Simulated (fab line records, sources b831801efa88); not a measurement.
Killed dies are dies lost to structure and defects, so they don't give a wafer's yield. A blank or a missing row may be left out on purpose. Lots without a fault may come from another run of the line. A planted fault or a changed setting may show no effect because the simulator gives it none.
A struck lot beside a sound one | flow sky130 | 29 steps out of a route of 708
Sound: wafers L323.1, L323.5, L323.6. Struck: wafer L331.3. (L331.2, L331.4 of the same lot were not struck and are left out.) The cause comes at the end.
At each step with rows: each side's tool, then ch and its chambers, then its first start. Under that, the readings that differ: sound wafers | struck wafers | difference of the means | sigmas: that difference in standard deviations of wafers without a fault.
alike: readings whose means differ by less than 2 such deviations, and words and numbers that are the same on both sides. not compared: withheld readings, readings that some wafer has no value for, bounds like >300 that may hide the same value, and numbers for which the record gives no deviation and whose values overlap.
The two part at a step that has a row with sigmas, a row that says differs or no value, or rows on one side only. Numbers that don't overlap but have no deviation are shown without sigmas and don't part them. A reading that every wafer of one side lacks parts them only if that side has two wafers or more.

SKY_SD_N_OVL_MEAS_08:
  sound on overlay-02, day 30 14:33; struck on overlay-02, day 36 01:31
  alike: SD_N_OVL
then, 2 steps without rows for these wafers: SKY_SD_N_IMPLANT_09; SKY_SD_N_IMPLANT_10.
SKY_SD_N_STRIP_11: strips in O2/N2.
  sound on plasma_asher-03 ch 0,1, day 30 14:53; struck on plasma_asher-01 ch 1, day 36 01:50
  reading               | sound             | struck | difference | sigmas
  oes_product_au (a.u.) | 0.518 0.531 0.524 | 0.538  | +0.014     | +3
  alike: chamber_pressure_mTorr, drypump_motor_current_A, n2_flow_sccm, strip_time_to_endpoint_s
  not compared: rf_hours_counter_h
SKY_SD_N_TW_MEAS_12:
  sound on film_metro-04, day 30 14:59; struck on film_metro-03, day 36 01:57
  alike: SD_N_TW
then, 1 step without rows for these wafers: SKY_SD_N_CLEAN_13 (cleans in SC1/SC2, time 150 s).
SKY_SD_N_RTA_14: time 2 s.
  sound on rtp_anneal-01 ch 0, day 30 15:06; struck on rtp_anneal-02 ch 0, day 36 02:04
  alike: lamp_power_pct, wafer_temp_C_max
SKY_SD_N_RS_MEAS_16: measures by four-point-probe.
  sound on film_metro-02, day 30 15:16; struck on film_metro-04, day 36 02:14
  alike: SD_N_RS
SKY_SD_N_RS_MEAS_17: measures by four-point-probe.
  sound on film_metro-02, day 30 15:23; struck on film_metro-04, day 36 02:22
  alike: SD_P_RS
SKY_SD_N_RS_MEAS_18: measures by four-point-probe.
  sound on film_metro-02, day 30 15:31; struck on film_metro-04, day 36 02:29
  alike: RES_XHIGH_RS
then, 1 step without rows for these wafers: SKY_SALICIDE_CLEAN_00 (cleans in HF-last, time 30 s).
SKY_LI_CONTACT_HDPCVD_00: deposits PSG, target thk 930 nm, time 155 s.
  sound on hdpcvd-02 ch 0,2, day 30 15:39; struck on hdpcvd-01 ch 0,1,2, day 36 02:36
SKY_LI_CONTACT_THK_MEAS_01:
  sound on film_metro-03, day 30 15:45; struck on film_metro-04, day 36 02:43
  reading                    | sound       | struck | difference | sigmas
  LI_CONTACT_HDPCVD_THK (nm) | 930 938 924 | 782    | -149       | -17
SKY_LI_CONTACT_CMP_02: polishes PSG.
  sound on cmp-02 ch 1,2, day 30 15:52; struck on cmp-01 ch 3, day 36 02:46
  alike: motor_current_A, time_to_endpoint_s
SKY_LI_CONTACT_BOW_MEAS_03:
  sound on film_metro-03, day 30 16:07; struck on film_metro-04, day 36 03:05
  reading             | sound    | struck | difference | sigmas
  LI_CONTACT_BOW (um) | 52 46 48 | 66     | +17        | +3
then, 8 steps without rows for these wafers: SKY_LI_CONTACT_DEHYDRATE_04 (time 60 s); SKY_LI_CONTACT_HMDS_05 (prime time 60 s); SKY_LI_CONTACT_COAT_06 (resist thk 60 nm); SKY_LI_CONTACT_COAT_07 (resist thk 450 nm); SKY_LI_CONTACT_SOFTBAKE_08 (time 90 s); SKY_LI_CONTACT_EXPOSE_09 (exposes mask LICM1, target cd 170 nm); SKY_LI_CONTACT_PEB_10; SKY_LI_CONTACT_DEVELOP_11 (develop time 60 s).
SKY_LI_CONTACT_CD_MEAS_12: target cd 170 nm.
  sound on cd_sem-01, day 31 19:59; struck on cd_sem-02, day 37 05:03
  reading    | sound             | struck | difference | sigmas
  cd_nm (nm) | 168.0 169.3 168.8 | 173.0  | +4.3       | +3
SKY_LI_CONTACT_OVL_MEAS_13:
  sound on overlay-01, day 31 20:06; struck on overlay-02, day 37 05:10
  alike: LI_CONTACT_OVL
SKY_LI_CONTACT_ETCH_14: etches BARC in N2/H2, stops on SiO2, time 45.9 s, target depth 60 nm.
  sound on rie_diel-02 ch 0,2,3, day 31 20:08; struck on rie_diel-01 ch 3, day 37 05:11
  reading             | sound             | struck | difference | sigmas
  n2_flow_sccm (sccm) | 99.58 99.58 99.69 | 100.41 | +0.79      | +3
  alike: chamber_pressure_mTorr, drypump_motor_current_A, oes_product_au, throttle_valve_pct
  not compared: rf_hours_counter_h
SKY_LI_CONTACT_ETCH_15: etches PSG in C4F8/O2/Ar, stops on Si, target depth 600 nm.
  sound on rie_diel-02 ch 0,2,3, day 31 20:11; struck on rie_diel-01 ch 3, day 37 05:14
  reading               | sound             | struck | difference | sigmas
  oes_product_au (a.u.) | 0.839 0.837 0.834 | 0.712  | -0.125     | -29
  alike: chamber_pressure_mTorr
SKY_LI_CONTACT_STRIP_16: strips in O2/N2.
  sound on plasma_asher-03 ch 0,1, day 31 20:16; struck on plasma_asher-03 ch 0, day 37 05:19
  alike: chamber_pressure_mTorr, drypump_motor_current_A, n2_flow_sccm, oes_product_au, strip_time_to_endpoint_s
  not compared: rf_hours_counter_h
-- the record jumps here: 14 days lie between the struck wafers' starts before and after (it left off in module LI_CONTACT and takes up again in module PAD_OPEN, whose first step shown is number 708 of the route) --
SKY_PAD_OPEN_PROBE_99:
  sound on prober-01, day 47 21:02; struck on prober-02, day 51 14:37
  reading            | sound    | struck | difference | sigmas
  killed_at_M4_up    | 4 4 1    | 8      | +5         | +2
  killed_at_contacts | 19 18 21 | 58     | +39        | +7
  killed_dies        | 85 91 80 | 117    | +32        | +3
  killed_on_rim      | 19 18 21 | 31     | +12        | +3
  alike: killed_at_M0_to_M3, killed_at_front_end, killed_at_other, killed_open, killed_short

WHERE THEY PART
First at SKY_SD_N_STRIP_11; last, within this record, at SKY_PAD_OPEN_PROBE_99.

WHY: what the simulator had put in
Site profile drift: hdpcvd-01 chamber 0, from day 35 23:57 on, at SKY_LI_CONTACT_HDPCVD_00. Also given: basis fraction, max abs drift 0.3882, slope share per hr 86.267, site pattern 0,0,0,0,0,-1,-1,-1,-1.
